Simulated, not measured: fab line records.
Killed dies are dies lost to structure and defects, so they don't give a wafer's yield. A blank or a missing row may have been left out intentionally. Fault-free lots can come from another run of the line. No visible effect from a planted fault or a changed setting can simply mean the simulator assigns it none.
Split-lot trial	flow gf180mcu	23 wafers read across 5 lots, on a route 602 steps long

## THE SPLIT
At GF_PASSIVATION_CVD_00 (deposits SiO2 from TEOS, target thk 1000 nm, time 111.95 s), the setting time_s was moved away from the recipe's 111.95 s on 4 of the 23 wafers read, by -14.2% to -6.7%. For the rest of the wafers, this setting stayed at what the recipe calls for.

## FROM THE SPLIT TO THE READING: what the file shows between them, 6 steps
- GF_PASSIVATION_THK_MEAS_01
- GF_PASSIVATION_HMDS_05: prime time 60 s (also split here: prime_temp_c)
- GF_PASSIVATION_COAT_06: resist thk 4000 nm
- GF_PASSIVATION_SOFTBAKE_07
- GF_PASSIVATION_PEB_09
- GF_PASSIVATION_DEVELOP_10: develop time 60 s

## THE READING
oes_product_au, in a.u., at GF_PASSIVATION_ETCH_11 (etches the open film in CF4/O2, stops on TiN, target depth 1800 nm, time 393.4 s). Typical for fault-free wafers on this fab line: 0.974 a.u., with standard deviation 0.0066 a.u.

wafer	tool, chamber at the split	time_s as run, s	against the recipe	oes_product_au, a.u.	against lot-mates on the recipe
L074.1	pecvd-04, 2	104.5	-6.7%	0.952	-0.026
L074.2	pecvd-04, 1	111.95	recipe	0.970	-
L074.3	pecvd-04, 0	104.5	-6.7%	0.952	-0.026
L074.4	pecvd-04, 1	111.95	recipe	0.987	-
L074.5	pecvd-04, 2	111.95	recipe	0.977	-
L077.1	pecvd-03, 0	111.95	recipe	0.965	-
L077.2	pecvd-03, 1	111.95	recipe	0.962	-
L077.4	pecvd-03, 0	111.95	recipe	0.972	-
L077.5	pecvd-03, 2	111.95	recipe	0.981	-
L077.6	pecvd-03, 1	111.95	recipe	0.966	-
L081.1	pecvd-04, 2	96.06	-14.2%	0.919	-0.054
L081.2	pecvd-04, 0	111.95	recipe	0.975	-
L081.3	pecvd-04, 1	111.95	recipe	0.962	-
L081.5	pecvd-04, 2	96.06	-14.2%	0.932	-0.041
L081.6	pecvd-04, 1	111.95	recipe	0.983	-
L082.2	pecvd-03, 2,0	111.95	recipe	0.974	-
L082.3	pecvd-03, 1	111.95	recipe	0.971	-
L082.5	pecvd-03, 2,0	111.95	recipe	0.971	-
L084.1	pecvd-02, 0	111.95	recipe	0.977	-
L084.2	pecvd-02, 2	111.95	recipe	0.974	-
L084.3	pecvd-02, 1	111.95	recipe	0.968	-
L084.4	pecvd-02, 0,2	111.95	recipe	0.983	-
L084.5	pecvd-02, 0,2	111.95	recipe	0.979	-
The file does not say which wafer passed through which chamber wherever a row lists several chambers: such a row stands for several wafers.

THE FIT
A straight line over all 23 wafers: oes_product_au changes by +0.00336 a.u. for each +1% of time_s; r = +0.91; the points scatter about the line by 0.0069 a.u.
The same after taking each lot's own level away (the mean of its wafers on the recipe; 23 wafers): +0.00345 a.u. for each +1%; r = +0.93; scatter 0.0063 a.u.
That fit puts the effect of the largest move of time_s on the reading at 0.049 a.u.
Measured against the standard deviation above, the lots' own levels, which go from 0.9692 to 0.9780 a.u., span 1.3 times it.
The two slopes agree, so the slope changes little with the lot-to-lot level.
Check: with one of the wafers moved furthest among these (-14.2%) left out of the fit, the line predicts -0.0456 a.u. for it against its lot-mates. It came out at -0.0543 a.u. against them.

## THE OTHER SPLITS THESE WAFERS WENT THROUGH
Other splits were also applied to these wafers ahead of the reading. Each is held against what the fit with the lots' levels taken away leaves over:
other split on the same wafers	wafers away from the commonest value	r with oes_product_au (lot level and that fit taken away)
GF_V5_CVD_23 pressure_torr	15	+0.04
GF_TOP_METAL_SPUTTER_02 time_s	9	-0.24
GF_TOP_METAL_METAL_ETCH_16 pressure_mtorr	18	-0.01
GF_PASSIVATION_HMDS_05 prime_temp_c	5	+0.12

## THE WHOLE CHAIN: every reading that the file lists as answering this split, in the file's order
step	what it does	reading	change (the file's fit)	r (the file's)
GF_PASSIVATION_CVD_00	deposits SiO2 from TEOS, target thk 1000 nm, time 111.95 s	SiO2_of_PASSIVATION_CVD_00.thk_nm (the simulator's own value, which no gauge read)	+9.79 nm for each +1% of the setting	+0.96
GF_PASSIVATION_THK_MEAS_01		PASSIVATION_CVD_00_THK	+9.83 for each +1% of the setting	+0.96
GF_PASSIVATION_ETCH_11	etches the open film in CF4/O2, stops on TiN, target depth 1800 nm, time 393.4 s	oes_product_au	+0.00344 a.u. for each +1% of the setting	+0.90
GF_PASSIVATION_ETCH_11	etches the open film in CF4/O2, stops on TiN, target depth 1800 nm, time 393.4 s	PASSIVATION.feature_depth_nm (the simulator's own value, which no gauge read)	+10.1 nm for each +1% of the setting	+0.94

## THE FILE'S OWN FIT
oes_product_au changes by +0.00344 a.u. for each +1% of time_s, r = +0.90.
